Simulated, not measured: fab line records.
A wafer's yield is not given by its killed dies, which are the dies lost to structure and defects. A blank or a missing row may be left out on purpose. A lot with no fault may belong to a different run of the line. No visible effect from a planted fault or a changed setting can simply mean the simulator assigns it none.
Struck lot and sound lot, side by side    flow gf180mcu    14 out of 602 route steps
Sound: the wafers L356.4, L356.5, L356.6. The struck wafers were L347.1, L347.5, L347.6. At the end, the cause is stated.
At each step with rows: each side's tool, then ch and its chambers, then its first start. Under that, the readings that differ: sound wafers    struck wafers    difference of the means    sigmas: that difference in standard deviations of wafers without a fault.
alike: a reading whose means differ by less than 2 such deviations, as well as words and numbers matching on both sides. not compared: withheld readings; readings where some wafer has no value; bounds like >300 that might hide an equal value; numbers whose values overlap and for which the record gives no deviation.
The two part at a step that has a row with sigmas, a row that says differs or no value, or rows on one side only. Non-overlapping numbers with no deviation appear without sigmas and do not part them. A reading missing from all wafers of one side parts the sides only when that side holds two or more wafers.

first, 2 steps without rows for these wafers: GF_M1_CLEAN_19 (cleans in DIW); GF_V1_CVD_00 (deposits SiO2, target thk 600 nm, time 100 s).
GF_V1_THK_MEAS_01:
  sound on filmMetro-04 at day 24 07:53; struck on filmMetro-02 at day 21 14:19
  alike: V1_CVD_00_THK
GF_V1_CVD_02: deposits SiO2 from TEOS, target thk 850 nm, time 94.851 s.
  sound on pecvd-02 ch 0,1,2, day 24 07:58; struck on pecvd-03 ch 1,2, day 21 14:22
  alike: heaterPowerW
GF_V1_THK_MEAS_03:
  sound on filmMetro-03 at day 24 08:01; struck on filmMetro-02 at day 21 14:26
  alike: V1_CVD_02_THK
GF_V1_CMP_04: polishes SiO2.
  sound on cmp-01 ch 0,2,3, day 24 08:12; struck on cmp-02 ch 0,1, day 21 14:33
  alike: motorCurrentA, timeToEndpointS
GF_V1_BOW_MEAS_05:
  sound on filmMetro-04 at day 24 08:25; struck on filmMetro-02 at day 21 14:48
  alike: V1_BOW
then, 5 steps without rows for these wafers: GF_V1_DEHYDRATE_06 (time 60 s); GF_V1_HMDS_07 (prime time 60 s); GF_V1_COAT_08; GF_V1_COAT_09 (resist thk 1000 nm); GF_V1_SOFTBAKE_10 (time 60 s).
GF_V1_EXPOSE_11: exposes mask Via1, target cd 260 nm.
  sound on krfScanner-01 ch 0, day 24 20:14; struck on krfScanner-01, day 22 02:53
  no value came back on the struck wafers for exposureDoseMJCm2, focusOffsetNm (nm); on the sound wafers exposureDoseMJCm2 reads 38.24 38.21 38.25
  alike: mask
then, 1 step without rows for these wafers: GF_V1_PEB_12 (peb time 90 s).

## WHERE THEY PART
Within this record, at GF_V1_EXPOSE_11 only.

WHY: the cause the simulator had injected
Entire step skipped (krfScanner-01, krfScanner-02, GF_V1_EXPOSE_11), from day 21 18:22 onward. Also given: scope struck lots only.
